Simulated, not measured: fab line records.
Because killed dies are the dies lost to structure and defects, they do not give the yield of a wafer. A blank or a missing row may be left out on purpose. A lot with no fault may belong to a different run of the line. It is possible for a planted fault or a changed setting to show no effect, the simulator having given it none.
A lot that was struck, set against a sound lot    flow sky130    25 out of 708 route steps
Sound: these wafers, L613.2, L613.3, L613.5. Wafers struck: L623.2, L623.3, L623.5. Last of all comes the cause.
Order at every step that has rows: each side's tool, ch and its chambers, its first start. Under that, the readings that differ: sound wafers    struck wafers    difference of the means    sigmas: that difference in standard deviations of wafers without a fault.
alike: a reading whose means differ by less than 2 such deviations, as well as words and numbers matching on both sides. not compared: withheld readings; readings where some wafer has no value; bounds like >300 that might hide an equal value; numbers whose values overlap and for which the record gives no deviation.
Wherever a step has rows on one side only, a row that says differs or no value, or a row with sigmas, the two part there. Non-overlapping numbers with no deviation appear without sigmas and do not part them. A reading that every wafer of one side lacks parts them only if that side has two wafers or more.

first, 3 steps without rows for these wafers: SKY_LOCAL_INTERCONNECT_STRIP_16 (strips in post etch residue remover, time 1200 s); SKY_LOCAL_INTERCONNECT_CLEAN_17 (cleans in IPA, time 180 s); SKY_LOCAL_INTERCONNECT_CLEAN_18 (cleans in O3/DIW).
SKY_CONTACT_CVD_00: deposits Si3N4, target thk 75 nm.
  sound on pecvd-03 ch 0,1,2, day 31 07:11; struck on pecvd-04 ch 0,1,2, day 34 18:36
  alike: heater_power_w, rf_fwd_power_W
SKY_CONTACT_THK_MEAS_01:
  sound on film_metro-04 at day 31 07:14; struck on film_metro-04 at day 34 18:38
  alike: CONTACT_CVD_00_THK
then, 1 step without rows for these wafers: SKY_CONTACT_HDPCVD_02 (deposits SiO2, target thk 565 nm, time 94.2 s).
SKY_CONTACT_THK_MEAS_03:
  sound on film_metro-03 at day 31 07:22; struck on film_metro-03 at day 34 18:46
  alike: CONTACT_HDPCVD_THK
SKY_CONTACT_CMP_04: polishes SiO2.
  sound on cmp-01 ch 0,1,3, day 31 07:31; struck on cmp-02 ch 0,1,3, day 34 18:49
  alike: motor_current_A, time_to_endpoint_s
SKY_CONTACT_BOW_MEAS_05:
  sound on film_metro-04 at day 31 07:44; struck on film_metro-03 at day 34 19:08
  alike: CONTACT_BOW
then, 3 steps without rows for these wafers: SKY_CONTACT_DEHYDRATE_06 (time 60 s); SKY_CONTACT_HMDS_07 (prime time 60 s); SKY_CONTACT_COAT_08 (resist thk 60 nm).
SKY_CONTACT_COAT_09: resist thk 450 nm.
  sound on litho_track-01 ch 0, day 31 22:00; struck on litho_track-01 ch 0, day 35 07:00
reading                                         sound              struck             difference  sigmas
model.KrF-thick_of_CONTACT_COAT_09.thk_nm (nm)  447.8 447.3 447.4  480.4 480.7 482.5  +33.7       
then, 4 steps without rows for these wafers: SKY_CONTACT_SOFTBAKE_10 (time 90 s); SKY_CONTACT_EXPOSE_11 (exposes mask CTM1, target cd 170 nm); SKY_CONTACT_PEB_12; SKY_CONTACT_DEVELOP_13 (develop time 60 s).
SKY_CONTACT_CD_MEAS_14: the cd target is 170 nm.
  sound on cd_sem-02 at day 32 12:01; struck on cd_sem-01 at day 35 21:19
  alike: cd_nm
SKY_CONTACT_OVL_MEAS_15:
  sound on overlay-01 at day 32 12:08; struck on overlay-02 at day 35 21:25
  alike: CONTACT_OVL
SKY_CONTACT_ETCH_16: etches BARC in N2/H2, stops on SiO2, time 45.9 s, target depth 60 nm.
  sound on rie_diel-04 ch 0,2,3, day 32 12:11; struck on rie_diel-03 ch 0,3, day 35 21:27
  alike: drypump_motor_current_A, oes_product_au, rf_fwd_power_W, throttle_valve_pct
  not compared: rf_hours_counter_h
SKY_CONTACT_ETCH_17: etches SiO2 in C4F8/O2/Ar, stops on Si3N4, target depth 340 nm.
  sound on rie_diel-04 ch 0,2,3, day 32 12:13; struck on rie_diel-03 ch 0,3, day 35 21:29
  alike: oes_product_au, rf_fwd_power_W
SKY_CONTACT_ETCH_18: etches Si3N4 in CHF3/O2, stops on TiN, time 39 s, target depth 75 nm.
  sound on rie_diel-04 ch 0,2,3; struck on rie_diel-03 ch 0,3
reading                                         sound              struck             difference  sigmas
rf_fwd_power_W (W)                              590.5 590.6 593.4  595.4 595.9 597.3  +4.7        +2
model.KrF-thick_of_CONTACT_COAT_09.thk_nm (nm)  240.7 243.3 241    275.1 273.9 276.5  +33.5       
  alike: O2_flow_sccm, chf3_flow_sccm, drypump_motor_current_A, oes_product_au, throttle_valve_pct
  not compared: rf_hours_counter_h
SKY_CONTACT_STRIP_19: strips in O2/N2.
  sound on plasma_asher-04 ch 0,1, day 32 12:19; struck on plasma_asher-04 ch 0,1, day 35 21:35
reading                       sound              struck             difference  sigmas
oes_product_au (a.u.)         0.375 0.378 0.387  0.393 0.399 0.399  +0.017      +4
strip_time_to_endpoint_s (s)  3.591 3.624 3.604  3.962 3.942 3.970  +0.352      +12
  alike: drypump_motor_current_A
  not compared: rf_hours_counter_h
then, 1 step without rows for these wafers: SKY_CONTACT_STRIP_20 (strips in post etch residue remover, time 1200 s).
-- the record jumps here: 13 days lie between the struck wafers' starts before and after (it left off in module CONTACT and takes up again in module PAD_OPEN, whose first step shown is number 708 of the route) --
SKY_PAD_OPEN_PROBE_99:
  rows exist in the record for the struck wafers here (prober-01, day 49 00:19), but not for the sound ones

== WHERE THEY PART ==
Earliest at SKY_CONTACT_ETCH_18; latest, in this record, at SKY_PAD_OPEN_PROBE_99.

WHY: what had been put in by the simulator
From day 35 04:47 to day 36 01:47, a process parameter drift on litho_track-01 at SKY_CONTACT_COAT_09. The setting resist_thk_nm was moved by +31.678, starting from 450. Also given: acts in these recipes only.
